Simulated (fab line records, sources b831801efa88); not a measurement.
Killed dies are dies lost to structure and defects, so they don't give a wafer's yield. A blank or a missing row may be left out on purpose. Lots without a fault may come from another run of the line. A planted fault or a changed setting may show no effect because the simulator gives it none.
Which tool did it? | flow gf180mcu | 24 lots, 72 wafers sampled, at 1 step of a route of 602

WHAT THE GAUGES READ, wafer by wafer
GF_V1_THK_MEAS_01. Usual: V1_CVD_00_THK 599 nm, standard deviation 5.4.
lot  | measured     | on            | V1_CVD_00_THK (nm) | flag
L074 | day 17 00:42 | film_metro-02 | 599 594 597        |
L075 | day 17 11:37 | film_metro-03 | 597 600 606        |
L076 | day 17 20:02 | film_metro-01 | 608 605 597        |
L077 | day 18 05:15 | film_metro-03 | 597 596 595        |
L078 | day 18 13:46 | film_metro-02 | 598 594 593        |
L079 | day 19 00:14 | film_metro-03 | 593 602 603        |
L080 | day 19 09:11 | film_metro-02 | 602 601 593        |
L081 | day 19 19:50 | film_metro-01 | 593 604 600        |
L082 | day 20 05:11 | film_metro-02 | 603 596 600        |
L083 | day 20 16:32 | film_metro-02 | 591 602 597        |
L084 | day 20 21:55 | film_metro-02 | 599 592 601        |
L085 | day 21 05:38 | film_metro-03 | 599 592 597        |
L086 | day 21 17:10 | film_metro-01 | 599 599 594        |
L087 | day 22 01:10 | film_metro-03 | 602 588 598        |
L088 | day 22 08:40 | film_metro-02 | 597 597 586        |
L089 | day 22 18:46 | film_metro-03 | 599 600 600        |
L090 | day 23 00:49 | film_metro-03 | 598 606 601        |
L091 | day 23 11:47 | film_metro-02 | 601 591 604        |
L092 | day 23 17:10 | film_metro-03 | 595 594 598        |
L093 | day 24 02:05 | film_metro-02 | 604 607 609        |
L094 | day 24 09:39 | film_metro-01 | 605 604 611        |
L095 | day 24 14:47 | film_metro-01 | 597 600 595        |
L096 | day 25 00:54 | film_metro-01 | 596 603 596        |
L097 | day 25 07:53 | film_metro-03 | 594 599 597        |

WHICH TOOL RAN EACH LOT (tool, then ch and the chambers of the sampled wafers, then the start)
The record holds no process step before these readings.

WHAT THE TOOLS THEMSELVES READ (means of the sampled wafers that have a number; where no wafer has one, the mark that the record gives instead)
The record holds no such reading with a usual standard deviation.

THE ANSWER, worked out from the rows above alone
Rule: a lot is off if the mean of its wafers that have a number lies more than 3 standard deviations from the usual mean. A lot without any number at a reading at which 4 lots or more have one is off too. The other lots that the step has rows for count as sound. The gauges are gone through in route order, then the tools' own readings, and for those a lot's mean is taken as printed above. The first step at which some lot is off is used, and at that step the reading that is off furthest; a lot without a number counts as furthest.
No lot is off at any reading shown: from this, nothing can be told.

WHAT THE SIMULATOR HAD PUT IN
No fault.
